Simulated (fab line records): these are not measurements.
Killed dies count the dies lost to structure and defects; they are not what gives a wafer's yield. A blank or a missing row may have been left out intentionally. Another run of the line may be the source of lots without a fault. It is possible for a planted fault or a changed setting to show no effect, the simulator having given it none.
Which tool was responsible?	flow gf180mcu	12 lots, 36 wafers sampled, at 2 steps of a route of 602

== WHAT THE GAUGES SHOWED, per wafer ==
GF_SAB_THK_MEAS_01. Usual: SAB_CVD_00_THK 49.8 nm, standard deviation 0.75.
lot	measured	on	SAB_CVD_00_THK (nm)	flag
L442	day 14 13:51	filmMetro-01	49.1 50.4 48.8	
L443	day 14 21:51	filmMetro-04	49.7 50.1 49.4	
L444	day 15 08:58	filmMetro-02	49.0 49.9 51.1	
L445	day 15 17:28	filmMetro-02	49.9 48.7 50.9	
L446	day 15 23:48	filmMetro-01	49.5 50.3 50.7	
L447	day 16 06:39	filmMetro-02	50.0 48.8 50.3	
L448	day 16 16:03	filmMetro-01	49.4 50.4 49.7	
L449	day 17 01:36	filmMetro-02	48.0 48.7 49.1	
L452	day 18 09:22	filmMetro-04	49.6 49.2 51.1	
L453	day 19 11:10	filmMetro-01	49.9 56.4 49.6	
L463	day 22 07:40	filmMetro-04	48.9 49.1 50.1	
L464	day 22 12:40	filmMetro-02	48.3 49.6 50.8	

== TOOL THAT RAN EACH LOT (tool first, then ch and the chambers of the sampled wafers, then the start) ==
lot	GF_SAB_CVD_00
L442	pecvd-04 ch 1,2, day 14 13:50
L443	pecvd-04 ch 0,1,2, day 14 21:50
L444	pecvd-03 ch 0,1,2, day 15 08:56
L445	pecvd-03 ch 0,1,2, day 15 17:27
L446	pecvd-04 ch 0,2, day 15 23:47
L447	pecvd-04 ch 0,1, day 16 06:37
L448	pecvd-04 ch 0,1, day 16 16:02
L449	pecvd-03 ch 1,2, day 17 01:35
L452	pecvd-03 ch 0,1,2, day 18 09:20
L453	pecvd-04 ch 0,1,2, day 19 11:09
L463	pecvd-03 ch 1,2, day 22 07:37
L464	pecvd-03 ch 0,1, day 22 12:38
- GF_SAB_CVD_00: deposits SiO2 from TEOS, target thk 50 nm, time 4.9302 s.

== WHAT THE TOOLS THEMSELVES READ (means of the sampled wafers that have a number; where no wafer has one, the mark that the record gives instead) ==
GF_SAB_CVD_00. Usual: heaterPowerW 628 W, standard deviation 63; rfFwdPowerW 587.5 W, standard deviation 2.8.
lot	tool	heaterPowerW (W)	rfFwdPowerW (W)	flag
L442	pecvd-04	616	588.8	
L443	pecvd-04	639	585.7	
L444	pecvd-03	603	585.0	
L445	pecvd-03	632	585.6	
L446	pecvd-04	651	587.9	
L447	pecvd-04	693	590.8	
L448	pecvd-04	740	588.1	
L449	pecvd-03	632	586.8	
L452	pecvd-03	599	585.6	
L453	pecvd-04	670	586.9	
L463	pecvd-03	574	586.6	
L464	pecvd-03	571	586.4	

== THE ANSWER, worked out from the rows above alone ==
Rule: a lot is off if the mean of its wafers that have a number lies more than 3 standard deviations from the usual mean. A lot without any number at a reading at which 4 lots or more have one is off too. Where the step has rows for the other lots, those lots are counted as sound. After the gauges, taken in route order, come the tools' own readings; for these a lot's mean is taken, as printed above. The first step at which some lot is off is used, and at that step the reading that is off furthest; a lot without a number counts as furthest.
Nothing can be told from this: no lot is off at any reading shown.

== WHAT WAS PUT IN BY THE SIMULATOR ==
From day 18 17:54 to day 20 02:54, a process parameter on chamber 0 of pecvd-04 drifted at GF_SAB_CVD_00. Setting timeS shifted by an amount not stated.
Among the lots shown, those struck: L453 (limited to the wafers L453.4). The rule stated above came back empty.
